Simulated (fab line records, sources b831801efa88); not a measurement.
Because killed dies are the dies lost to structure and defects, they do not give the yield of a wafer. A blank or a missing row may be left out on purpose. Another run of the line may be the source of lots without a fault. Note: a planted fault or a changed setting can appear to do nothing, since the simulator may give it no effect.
Struck lot and sound lot, side by side | flow sky130 | 35 out of 708 route steps
Sound: the wafers L687.1, L687.2, L687.6. Wafers struck: L698.3, L698.4, L698.5. At the end, the cause is stated.
Order at every step that has rows: each side's tool, ch and its chambers, its first start. Under that, the readings that differ: sound wafers | struck wafers | difference of the means | sigmas: that difference in standard deviations of wafers without a fault.
alike: words and numbers the same on both sides, and readings whose means are apart by under 2 such deviations; not compared: readings that were withheld, readings missing a value for some wafer, numbers with overlapping values and no deviation given by the record, and bounds like >300 which may hide the same value.
The two part at a step that has a row with sigmas, a row that says differs or no value, or rows on one side only. When numbers do not overlap yet have no deviation, they are printed without sigmas and do not part them. A reading missing from all wafers of one side parts the sides only when that side holds two or more wafers.

first, 10 steps without rows for these wafers: SKY_CONTACT_ETCH_18 (etches Si3N4 in CHF3/O2, stops on TiN, time 39 s, target depth 75 nm); SKY_CONTACT_STRIP_19 (strips in O2/N2); SKY_CONTACT_STRIP_20 (strips in post etch residue remover, time 1200 s); SKY_CONTACT_CLEAN_21 (cleans in IPA, time 180 s); SKY_CONTACT_CLEAN_22 (cleans in O3/DIW); SKY_CONTACT_SPUTTER_23 (material TiN, target thk 20 nm, time 80 s); SKY_CONTACT_CVD_24 (deposits W, target thk 340 nm, time 102.12 s); SKY_CONTACT_CMP_27 (polishes, stops on SiO2, t overpolish 15 s, target thk 0 nm); SKY_METAL1_SPUTTER_00 (material Ti, target thk 15 nm, time 10 s); SKY_METAL1_SPUTTER_01 (material TiN, target thk 20 nm, time 16.7 s).
SKY_METAL1_SPUTTER_02: material AlCu, target thk 250 nm, time 13.3 s.
  struck on pvd-sputter-02, day 35 15:59; sound on pvd-sputter-02, day 31 16:01
  reading                                     | sound             | struck            | difference | sigmas
  model.AlCu_of_METAL1_SPUTTER_02.thk-nm (nm) | 246.7 251.4 251.6 | 111.7 112.4 112.8 | -137.6     |
  alike: chamber-pressure-pa, throttle-valve-pct
then, 2 steps without rows for these wafers: SKY_METAL1_SPUTTER_03 (material Ti, target thk 5 nm, time 3.3 s); SKY_METAL1_SPUTTER_04 (material TiN, target thk 70 nm, time 58.3 s).
SKY_METAL1_RS_MEAS_05: the measuring method here is four-point-probe.
  struck on film-metro-04, day 35 16:07; sound on film-metro-01, day 31 16:07
  reading                 | sound                | struck               | difference | sigmas
  METAL1_ALCU_RS (ohm/sq) | 0.1288 0.1258 0.1258 | 0.2949 0.2941 0.2925 | +0.1670    | +99 or more
SKY_METAL1_THK_MEAS_06: measures by xrf.
  struck on film-metro-04, day 35 16:13; sound on film-metro-01, day 31 16:14
  reading              | sound       | struck      | difference | sigmas
  METAL1_ALCU_THK (nm) | 246 247 250 | 111 112 111 | -136       | -43
then, 10 steps without rows for these wafers: SKY_METAL1_DEHYDRATE_07 (time 60 s); SKY_METAL1_HMDS_08 (prime time 60 s); SKY_METAL1_COAT_09 (resist thk 60 nm); SKY_METAL1_COAT_10 (resist thk 450 nm); SKY_METAL1_SOFTBAKE_11 (time 90 s); SKY_METAL1_EXPOSE_12 (exposes mask MM1, target cd 140 nm); SKY_METAL1_PEB_13; SKY_METAL1_DEVELOP_14 (develop time 60 s); SKY_METAL1_DESCUM_17 (chemistry O2, time 8 s); SKY_METAL1_ETCH_18 (etches BARC in N2/H2, stops on SiO2, time 45.9 s, target depth 60 nm).
SKY_METAL1_METAL_ETCH_19: etches the open film in Cl2/BCl3, stops on SiO2, target depth 360 nm, time 78 s.
  sound on rie-metal-04 ch 0,1, day 32 19:37; struck on rie-metal-04 ch 0,1, day 36 18:13
  reading               | sound             | struck            | difference | sigmas
  oes-product-au (a.u.) | 0.845 0.852 0.857 | 0.701 0.699 0.696 | -0.153     | -28
  alike: bias-w, drypump-motor-current-A, mfc-cl2-sccm, rf-fwd-power-W, throttle-valve-pct
  not compared: rf-hours-counter-h
then, 6 steps without rows for these wafers: SKY_METAL1_STRIP_20 (strips in O2/N2); SKY_METAL1_STRIP_21 (strips in post etch residue remover, time 1200 s); SKY_METAL1_CLEAN_22 (cleans in IPA, time 180 s); SKY_METAL1_CLEAN_23 (cleans in O3/DIW); SKY_VIA1_HDPCVD_00 (deposits SiO2, target thk 1030 nm, time 171.7 s); SKY_VIA1_CMP_02 (polishes SiO2).
SKY_VIA1_BOW_MEAS_03:
  struck on film-metro-01, day 36 19:25; sound on film-metro-03, day 32 20:58
  reading       | sound    | struck      | difference | sigmas
  VIA1_BOW (um) | 79 86 73 | 110 103 105 | +27        | +4
then, 1 step without rows for these wafers: SKY_VIA1_DEHYDRATE_04 (time 60 s).
-- the record jumps here: 12 days lie between the struck wafers' starts before and after (it left off in module VIA1 and takes up again in module PAD_OPEN, whose first step shown is number 708 of the route) --
SKY_PAD_OPEN_PROBE_99:
  struck on prober-02, day 48 21:07; sound on prober-02, day 45 19:40
  reading                                    | sound                           | struck                     | difference | sigmas
  model.etest.met1.line-ohm-um               | 0.9458 0.9311 0.9239            | 2.264 2.146 2.177          | +1.262     |
  model.etest.met1.rs-ohm-sq                 | 0.1309 0.1276 0.1276            | 0.3049 0.2997 0.2987       | +0.1724    |
  model.etest.met1.rs-ohm-sq-rim-less-centre | -0.0009668 -0.0001788 -0.001197 | 0.006585 0.000123 0.001296 | +0.003449  |
  alike: defect-limited-yield, killed_at_M0_to_M3, killed_at_M4_up, killed-at-contacts, killed-at-front-end, killed-at-other, killed-dies, killed-open, killed-short, sort_bin_3_pad_short, sort_bin_5_function, sort_bin_6_memory, sort-n-pass, sort-yield-pct

WHERE THEY PART
Earliest at SKY_METAL1_RS_MEAS_05; latest, in this record, at SKY_VIA1_BOW_MEAS_03. Later steps at which nothing parts them and some readings are alike: SKY_PAD_OPEN_PROBE_99.

WHY: the cause the simulator had injected
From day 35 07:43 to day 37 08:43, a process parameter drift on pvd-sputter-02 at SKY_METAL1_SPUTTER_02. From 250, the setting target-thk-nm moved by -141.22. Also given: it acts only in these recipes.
